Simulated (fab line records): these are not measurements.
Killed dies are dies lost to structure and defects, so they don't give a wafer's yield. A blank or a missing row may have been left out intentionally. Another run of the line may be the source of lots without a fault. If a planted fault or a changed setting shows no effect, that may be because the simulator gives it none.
fab line records | flow sky130
record: lots: 15 wafers: 45 last_day: 50
route steps=708 shown VT_ADJUST_NCORE@127 VT_ADJUST_PCH@150 SONOS_TUNNEL@166 SONOS_ONO@180
lots that met no fault: from a run of the same line without faults
start_h: hours from the record's first day to the start of the lot's first wafer shown | wait_h: hours from the lot's prior step to this one | " unchanged from the row above | L1.1+2: a single row standing in for several wafers | - either no value or no given start | * or withheld: withheld | < > ~ a bound
route shown NAME@n: names a module that has steps shown in the file, with the first one's number in the route | usual: the fault-free wafers' mean and standard deviation | same: alike in all rows | chamber/n: place in a boat | sites: per-site readings | _std_site: the standard deviation of these | _edge_site: mean of outer sites minus mean of inner sites | radius_mm: for every site, how far away it sits from the centre of the wafer | mask NAME#n: copy n | behind: the most recent tool/chamber to have shaped the wafer | hold: cause of the lot's hold/its duration in hours/its outcome | device: names the non-switching transistor (n, p or np) | end of line: the same wafers' tests at the end of the route | a step with no rows: only its recipe | killed: count of dies lost to structure and defects at first sort (not the wafer's yield) | map: a wafer's dies, x killed, . not, _ none there
set.NAME: setting as actually run; set.NAME@STEP: the setting as run at that earlier step | model.NAME: the simulator's own value behind a step, which no gauge read
the route's steps for a sample of lots (tables are steps, rows are wafers)
== steps ==
step: SKY_VT_ADJUST_NCORE_OVL_MEAS_08
usual: VT_ADJUST_NCORE_OVL: 0.1/1.5
columns lot.wafer tool chamber start_h wait_h VT_ADJUST_NCORE_OVL[nm]
L268.2 overlay-01 - 179.62 0.1 1.0
L268.5 " - " " 0.4
L268.6 " - " " 0.7
L269.1 overlay-01 - 188.06 0.1 1.7
L269.4 " - " " 1.1
L269.5 " - " " 0.7
L270.2 overlay-02 - 208.02 0.1 2.7
L270.4 " - " " 1.8
L270.5 " - " " 1.5
L271.1 overlay-01 - 212.07 0.1 0.5
L271.5 " - " " 1.7
L271.6 " - " " -0.7
L274.1 overlay-02 - 232.28 0.1 -1.3
L274.2 " - " " -2.9
L274.5 " - " " -0.9
L275.1 overlay-02 - 235.47 0.1 2.3
L275.2 " - " " -0.3
L275.4 " - " " 0.9
L276.3 overlay-02 - 241.43 0.1 -0.6
L276.5 " - " " 2.1
L276.6 " - " " 1.0
L277.1 overlay-02 - 255.72 0.1 -0.6
L277.2 " - " " -0.6
L277.3 " - " " -0.1
L278.2 overlay-01 - 259.52 0.1 -2.0
L278.5 " - " " -1.2
L278.6 " - " " -2.1
L279.1 overlay-01 - 260.35 0.1 -1.3
L279.3 " - " " -2.6
L279.5 " - " " 0.8
L286.4 overlay-01 - 327.04 0.1 -1.3
L286.5 " - " " -1.7
L286.6 " - " " -2.1
L285.2 overlay-02 - 327.76 0.1 2.8
L285.4 " - " " 0.7
L285.5 " - " " 2.1
L287.1 overlay-01 - 330.47 0.1 2.6
L287.3 " - " " 3.3
L287.4 " - " " 3.3
L288.1 overlay-01 - 332.07 0.1 2.1
L288.3 " - " " 1.3
L288.5 " - " " 1.4
L290.4 overlay-01 - 354.93 0.1 0.7
L290.5 " - " " 0.7
L290.6 " - " " 0.9
step: SKY_VT_ADJUST_PCH_OVL_MEAS_07
usual: VT_ADJUST_PCH_OVL: 0.3/1.5
columns lot.wafer tool chamber start_h wait_h VT_ADJUST_PCH_OVL[nm]
L268.2 overlay-02 - 223.14 - -0.8
L268.5 " - " " 0.0
L268.6 " - " " 0.6
L269.1 overlay-02 - 231.79 - 0.2
L269.4 " - " " -1.0
L269.5 " - " " -1.0
L270.2 overlay-02 - 252.20 - 2.1
L270.4 " - " " 1.7
L270.5 " - " " 2.6
L271.1 overlay-02 - 257.78 - -1.0
L271.5 " - " " -1.6
L271.6 " - " " -0.5
L274.1 overlay-01 - 280.95 - 2.9
L274.2 " - " " 2.4
L274.5 " - " " 1.9
L275.1 overlay-01 - 284.38 - -2.8
L275.2 " - " " -0.3
L275.4 " - " " -2.5
L276.3 overlay-02 - 290.70 - 0.3
L276.5 " - " " 1.7
L276.6 " - " " 2.8
L277.1 overlay-02 - 305.23 - -2.6
L277.2 " - " " -2.1
L277.3 " - " " -2.5
L278.2 overlay-01 - 309.14 - -0.2
L278.5 " - " " -0.1
L278.6 " - " " -0.3
L279.1 overlay-01 - 311.05 - 1.0
L279.3 " - " " 0.1
L279.5 " - " " 1.6
L286.4 overlay-01 - 382.15 - 0.8
L286.5 " - " " -0.2
L286.6 " - " " 0.3
L285.2 overlay-01 - 383.75 - 0.4
L285.4 " - " " 0.0
L285.5 " - " " -0.5
L287.1 overlay-01 - 386.40 - 3.2
L287.3 " - " " 2.7
L287.4 " - " " 2.5
L288.1 overlay-02 - 388.23 - -0.9
L288.3 " - " " -1.3
L288.5 " - " " -0.8
L290.4 overlay-01 - 413.06 - 2.5
L290.5 " - " " 2.8
L290.6 " - " " 2.0
step: SKY_SONOS_TUNNEL_TW_MEAS_12
usual: SONOS_TUNNEL_TW: 200.0/1.7
columns lot.wafer tool chamber start_h wait_h SONOS_TUNNEL_TW
L268.2 film_metro-02 - 247.21 0.0 201.7
L268.5 " - " " 200.5
L268.6 " - " " 200.0
L269.1 film_metro-03 - 255.86 0.0 199.2
L269.4 " - " " 199.1
L269.5 " - " " 198.7
L270.2 film_metro-03 - 277.84 0.0 198.4
L270.4 " - " " 197.5
L270.5 " - " " 198.4
L271.1 film_metro-03 - 283.66 0.0 198.8
L271.5 " - " " 199.0
L271.6 " - " " 198.3
L274.1 film_metro-02 - 306.21 0.0 199.9
L274.2 " - " " 199.8
L274.5 " - " " 200.6
L275.1 film_metro-03 - 308.93 0.0 197.0
L275.2 " - " " 196.4
L275.4 " - " " 196.3
L276.3 film_metro-03 - 315.83 0.0 198.3
L276.5 " - " " 198.3
L276.6 " - " " 199.1
L277.1 film_metro-02 - 332.83 0.0 203.3
L277.2 " - " " 202.7
L277.3 " - " " 202.5
L278.2 film_metro-04 - 335.98 0.0 201.2
L278.5 " - " " 201.5
L278.6 " - " " 199.5
L279.1 film_metro-04 - 336.96 0.0 199.3
L279.3 " - " " 201.9
L279.5 " - " " 201.4
L286.4 film_metro-03 - 411.84 0.0 198.5
L286.5 " - " " 197.7
L286.6 " - " " 198.4
L285.2 film_metro-02 - 413.82 0.0 200.1
L285.4 " - " " 202.9
L285.5 " - " " 201.7
L287.1 film_metro-04 - 416.11 0.0 201.2
L287.3 " - " " 202.2
L287.4 " - " " 201.9
L288.1 film_metro-02 - 419.08 0.0 200.2
L288.3 " - " " 199.9
L288.5 " - " " 200.6
L290.4 film_metro-04 - 444.85 0.0 199.5
L290.5 " - " " 198.8
L290.6 " - " " 199.6
step: SKY_SONOS_ONO_DEVELOP_12
recipe: develop_time_s: 60 dev_temp_c: 23
usual: chill_plate_temp_C: 23.00/0.1 develop_time_s: 60/0
columns lot.wafer tool chamber start_h wait_h chill_plate_temp_C develop_time_s
L268.2 litho_track-02 0 276.91 0.1 23.21 60
L268.5 " 0 " " 23.01 60
L268.6 " 0 " " 23.07 60
L269.1 litho_track-02 0 285.84 0.1 22.82 60
L269.4 " 0 " " 22.83 60
L269.5 " 0 " " 22.92 60
L270.2 litho_track-01 0 307.56 0.1 22.94 60
L270.4 " 0 " " 22.91 60
L270.5 " 0 " " 23.03 60
L271.1 litho_track-01 0 314.93 0.1 22.89 60
L271.5 " 0 " " 23.07 60
L271.6 " 0 " " 22.92 60
L274.1 litho_track-01 0 341.73 0.1 22.96 60
L274.2 " 0 " " 22.94 60
L274.5 " 0 " " 22.84 60
L275.1 litho_track-03 0 341.75 0.1 23.13 60
L275.2 " 0 " " 23.05 60
L275.4 " 0 " " 23.02 60
L276.3 litho_track-02 0 350.34 0.1 23.07 60
L276.5 " 0 " " 23.17 60
L276.6 " 0 " " 22.98 60
L277.1 litho_track-03 - 367.30 0.1 - -
L277.2 " - " " - -
L277.3 " - " " - -
L278.2 litho_track-01 - 370.01 0.1 - -
L278.5 " - " " - -
L278.6 " - " " - -
L279.1 litho_track-02 - 370.24 0.1 - -
L279.3 " - " " - -
L279.5 " - " " - -
L286.4 litho_track-03 0 446.72 0.1 23.02 60
L286.5 " 0 " " 22.96 60
L286.6 " 0 " " 22.92 60
L285.2 litho_track-02 0 450.31 0.1 22.92 60
L285.4 " 0 " " 23.06 60
L285.5 " 0 " " 22.97 60
L287.1 litho_track-03 0 454.10 0.1 23.10 60
L287.3 " 0 " " 22.94 60
L287.4 " 0 " " 22.84 60
L288.1 litho_track-02 0 455.39 0.1 22.92 60
L288.3 " 0 " " 23.05 60
L288.5 " 0 " " 23.02 60
L290.4 litho_track-03 0 479.27 0.1 23.19 60
L290.5 " 0 " " 23.17 60
L290.6 " 0 " " 23.06 60
== key ==
first_sign: step: SKY_SONOS_ONO_DEVELOP_12 reading: tool_record direction: missing
effect none on later readings
met_at SKY_SONOS_ONO_DEVELOP_12
struck_lots L277,L278,L279
later_rows_left_out L277.1,L277.2,L277.3,L278.2,L278.5,L278.6,L279.1,L279.3,L279.5
sort_left_out L277.1,L277.2,L277.3,L278.2,L278.5,L278.6,L279.1,L279.3,L279.5
tester_left_out L277,L278,L279
not_acting_at SKY_VT_ADJUST_NCORE_OVL_MEAS_08,SKY_VT_ADJUST_PCH_OVL_MEAS_07,SKY_SONOS_TUNNEL_TW_MEAS_12
onset_between 350.34 367.30
fault: kind: skipped_step_whole tool: litho_track-01,litho_track-02,litho_track-03 chamber: - onset_h: 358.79 steps: SKY_SONOS_ONO_DEVELOP_12 scope: struck_lots_only
tester_left_out: of these lots the tester's yield and bins aren't shown, on N5 and GAA mostly nor the transistor test; their killed dies are dies lost to structure and defects alone, not to doping, threshold or leakage, so they don't give the yield
sort_left_out: the simulated sort isn't trusted on such a fault, so these wafers' sort isn't shown, and their yield isn't known
later_rows_left_out: the simulator's readings of these wafers behind a module that went badly wrong aren't trusted and aren't shown, but for the sort
